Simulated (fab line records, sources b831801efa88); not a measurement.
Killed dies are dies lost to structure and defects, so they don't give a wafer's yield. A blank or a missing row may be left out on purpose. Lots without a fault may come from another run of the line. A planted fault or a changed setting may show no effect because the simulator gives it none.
Which tool did it? | flow gf180mcu | 14 lots, 39 wafers sampled, at 3 steps of a route of 602

WHAT THE GAUGES READ, wafer by wafer
The record holds no reading of a measuring or inspecting step that can be judged against a usual standard deviation.

WHICH TOOL RAN EACH LOT (tool, then ch and the chambers of the sampled wafers, then the start)
lot  | GF_V3_CVD_02                    | GF_V3_PEB_12                      | GF_V3_ETCH_16
L585 | pecvd-02 ch 1,2, day 21 09:55   | litho_track-02 ch 0, day 22 09:06 | rie_diel-04 ch 1,3, day 22 09:37
L586 | pecvd-01 ch 0,1, day 21 18:39   | litho_track-02 ch 0, day 22 18:29 | rie_diel-03 ch 0,2,3, day 22 18:58
L587 | pecvd-01 ch 0,1, day 22 05:43   | litho_track-01 ch 0, day 23 05:13 | rie_diel-04 ch 0,3, day 23 05:40
L589 | pecvd-02 ch 0,1, day 22 21:03   | litho_track-01 ch 0, day 23 20:01 | rie_diel-01 ch 0,1,2, day 23 20:31
L590 | pecvd-02 ch 0,1, day 23 05:07   | litho_track-03 ch 0, day 24 04:28 | rie_diel-01 ch 1,3, day 24 04:59
L591 | pecvd-04 ch 0,1, day 23 17:11   | litho_track-01 ch 0, day 24 16:07 | rie_diel-03 ch 2,3, day 24 16:37
L593 | pecvd-01 ch 0,2, day 24 07:01   | litho_track-01 ch 0, day 25 05:02 | rie_diel-01 ch 0,2, day 25 05:31
L592 | pecvd-04 ch 0,1, day 24 08:38   | litho_track-03 ch 0, day 25 06:22 | rie_diel-03 ch 0,1, day 25 06:53
L601 | pecvd-01 ch 0,1,2, day 26 16:34 | litho_track-03, day 27 13:18      | rie_diel-01 ch 0,2,3, day 27 13:47
L602 | pecvd-02 ch 0,1,2, day 27 06:02 | litho_track-01, day 28 02:13      | rie_diel-04 ch 1,2,3, day 28 02:43
L603 | pecvd-01 ch 0,2, day 27 11:42   | litho_track-03 ch 0, day 28 07:39 | rie_diel-04 ch 1,3, day 28 08:08
L605 | pecvd-01 ch 2, day 28 01:55     | litho_track-02 ch 0, day 28 22:27 | rie_diel-04 ch 0,2, day 28 22:58
L607 | pecvd-01 ch 0,1, day 28 14:29   | litho_track-01 ch 0, day 29 09:40 | rie_diel-04 ch 0, day 29 10:04
L608 | pecvd-02 ch 0,2, day 28 20:31   | litho_track-01 ch 0, day 29 15:31 | rie_diel-01 ch 0,3, day 29 15:58
- GF_V3_CVD_02: deposits SiO2 from TEOS, target thk 850 nm, time 94.851 s.
- GF_V3_PEB_12: peb time 90 s.
- GF_V3_ETCH_16: etches BARC in N2/H2.

WHAT THE TOOLS THEMSELVES READ (means of the sampled wafers that have a number; where no wafer has one, the mark that the record gives instead)
GF_V3_CVD_02. Usual: heater_power_w 687 W, standard deviation 110.
lot  | tool     | heater_power_w (W) | flag
L585 | pecvd-02 | 718                |
L586 | pecvd-01 | 725                |
L587 | pecvd-01 | 776                |
L589 | pecvd-02 | 625                |
L590 | pecvd-02 | 631                |
L591 | pecvd-04 | 544                |
L593 | pecvd-01 | 684                |
L592 | pecvd-04 | 576                |
L601 | pecvd-01 | 706                |
L602 | pecvd-02 | 686                |
L603 | pecvd-01 | 722                |
L605 | pecvd-01 | 666                |
L607 | pecvd-01 | 752                |
L608 | pecvd-02 | 799                |

GF_V3_PEB_12. Usual: chill_plate_temp_C 22.99 C, standard deviation 0.094; exhaust_pa 45.1 Pa, standard deviation 0.88.
lot  | tool           | chill_plate_temp_C (C) | exhaust_pa (Pa) | flag
L585 | litho_track-02 | 22.84                  | 45.9            |
L586 | litho_track-02 | 22.90                  | 45.4            |
L587 | litho_track-01 | 23.02                  | 44.4            |
L589 | litho_track-01 | 23.09                  | 43.6            |
L590 | litho_track-03 | 22.93                  | 45.8            |
L591 | litho_track-01 | 23.05                  | 45.9            |
L593 | litho_track-01 | 23.00                  | 46.2            |
L592 | litho_track-03 | 23.03                  | 43.8            |
L601 | litho_track-03 | -                      | -               | OFF
L602 | litho_track-01 | -                      | -               | OFF
L603 | litho_track-03 | 23.15                  | 46.2            |
L605 | litho_track-02 | 22.95                  | 45.0            |
L607 | litho_track-01 | 23.06                  | 44.5            |
L608 | litho_track-01 | 22.98                  | 45.9            |

GF_V3_ETCH_16. Usual: bias_w 100.0 W, standard deviation 0.3; drypump_motor_current_A 5.9 A, standard deviation 0.41; oes_product_au 0.855 a.u., standard deviation 0.0047; throttle_valve_pct 13.225 %, standard deviation 0.0092.
lot  | tool        | bias_w (W) | drypump_motor_current_A (A) | oes_product_au (a.u.) | throttle_valve_pct (%) | flag
L585 | rie_diel-04 | 100.0      | 6.0                         | 0.856                 | 13.226                 |
L586 | rie_diel-03 | 99.9       | 5.6                         | 0.854                 | 13.226                 |
L587 | rie_diel-04 | 99.7       | 5.8                         | 0.855                 | 13.226                 |
L589 | rie_diel-01 | 99.9       | 5.5                         | 0.852                 | 13.218                 |
L590 | rie_diel-01 | 100.0      | 5.9                         | 0.854                 | 13.224                 |
L591 | rie_diel-03 | 99.8       | 5.8                         | 0.852                 | 13.221                 |
L593 | rie_diel-01 | 100.0      | 5.7                         | 0.857                 | 13.222                 |
L592 | rie_diel-03 | 100.2      | 5.5                         | 0.855                 | 13.225                 |
L601 | rie_diel-01 | 100.1      | 5.9                         | 0.856                 | 13.231                 |
L602 | rie_diel-04 | 99.7       | 6.2                         | 0.858                 | 13.229                 |
L603 | rie_diel-04 | 100.1      | 6.0                         | 0.860                 | 13.230                 |
L605 | rie_diel-04 | 100.2      | 6.1                         | 0.860                 | 13.221                 |
L607 | rie_diel-04 | 100.2      | 5.7                         | 0.854                 | 13.221                 |
L608 | rie_diel-01 | 100.0      | 6.1                         | 0.859                 | 13.226                 |

THE ANSWER, worked out from the rows above alone
Rule: a lot is off if the mean of its wafers that have a number lies more than 3 standard deviations from the usual mean. A lot without any number at a reading at which 4 lots or more have one is off too. The other lots that the step has rows for count as sound. The gauges are gone through in route order, then the tools' own readings, and for those a lot's mean is taken as printed above. The first step at which some lot is off is used, and at that step the reading that is off furthest; a lot without a number counts as furthest.
Off: L601, L602, at GF_V3_PEB_12 (chill_plate_temp_C). Without a number there: L601, L602.
A tool fits if, at that step or a process step before it, it ran every lot that is off, and no sound lot after the first of them. None of those tried fits.

WHAT THE SIMULATOR HAD PUT IN
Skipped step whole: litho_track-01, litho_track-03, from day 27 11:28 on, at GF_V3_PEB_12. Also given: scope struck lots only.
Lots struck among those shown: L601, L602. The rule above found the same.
